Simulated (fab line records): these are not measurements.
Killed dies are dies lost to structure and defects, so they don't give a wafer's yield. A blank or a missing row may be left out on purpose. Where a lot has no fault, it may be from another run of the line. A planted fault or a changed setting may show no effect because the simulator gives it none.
Which of the tools did it? | flow sky130 | 12 lots, 36 wafers sampled, at 2 steps of a route of 708

WHAT THE GAUGES READ, wafer by wafer
SKY_LOCAL_INTERCONNECT_THK_MEAS_02: measures by xrf.
lot  | measured     | on            | LOCAL_INTERCONNECT_TIN_THK (nm)
L075 | day 29 14:56 | film-metro-01 | 97.9 99.7 101.7
L077 | day 30 11:00 | film-metro-04 | 96.8 100.3 99.6
L079 | day 31 06:04 | film-metro-04 | 102.2 102.3 102.2
L081 | day 31 23:05 | film-metro-02 | 101.5 100.1 100.2
L083 | day 32 07:45 | film-metro-01 | 102.5 102.0 97.7
L085 | day 33 05:55 | film-metro-04 | 102.8 100.9 102.0
L087 | day 33 16:28 | film-metro-02 | 99.7 97.5 96.7
L089 | day 34 00:49 | film-metro-02 | 100.4 101.7 100.7
L091 | day 34 19:17 | film-metro-02 | 98.2 99.6 98.9
L093 | day 35 11:25 | film-metro-01 | 102.0 102.7 104.2
L095 | day 36 05:38 | film-metro-02 | 101.1 100.8 101.1
L097 | day 36 23:28 | film-metro-01 | 98.5 97.2 99.2

TOOL THAT RAN EACH LOT (tool first, then ch and the chambers of the sampled wafers, then the start)
lot  | SKY_LDD_LDN_STRIP_12
L075 | plasma-asher-02 ch 0,1, day 23 06:17
L077 | plasma-asher-03 ch 0,1, day 24 02:32
L079 | plasma-asher-02 ch 0,1, day 24 20:40
L081 | plasma-asher-02 ch 0,1, day 25 16:28
L083 | plasma-asher-03 ch 1, day 26 02:02
L085 | plasma-asher-01 ch 0,1, day 27 02:10
L087 | plasma-asher-03 ch 0,1, day 27 16:58
L089 | plasma-asher-01 ch 0,1, day 28 01:37
L091 | plasma-asher-01 ch 1, day 28 21:31
L093 | plasma-asher-01 ch 0,1, day 29 13:38
L095 | plasma-asher-02 ch 0,1, day 30 10:25
L097 | plasma-asher-02 ch 0,1, day 31 06:13
- SKY_LDD_LDN_STRIP_12: strips in O2/N2.

THE ANSWER, worked out from the rows above alone
Rule: the lots themselves supply what counts as usual. Put in order of their means at a reading, lots are off if they are a third of the lots or fewer, leave a main group of 4 or more, and stand apart from it by a gap of 3 or more times the standard deviation of the main group's means; of several such gaps the widest counts. The tables above print the reading to a certain number of digits; a main group whose means all agree to those digits is not used. A lot without any number at a reading at which 4 lots or more have one is off too. Where the step has rows for the other lots, those lots are counted as sound.
None of the lots is off at any reading shown; this tells nothing.

WHAT THE SIMULATOR HAD INSERTED
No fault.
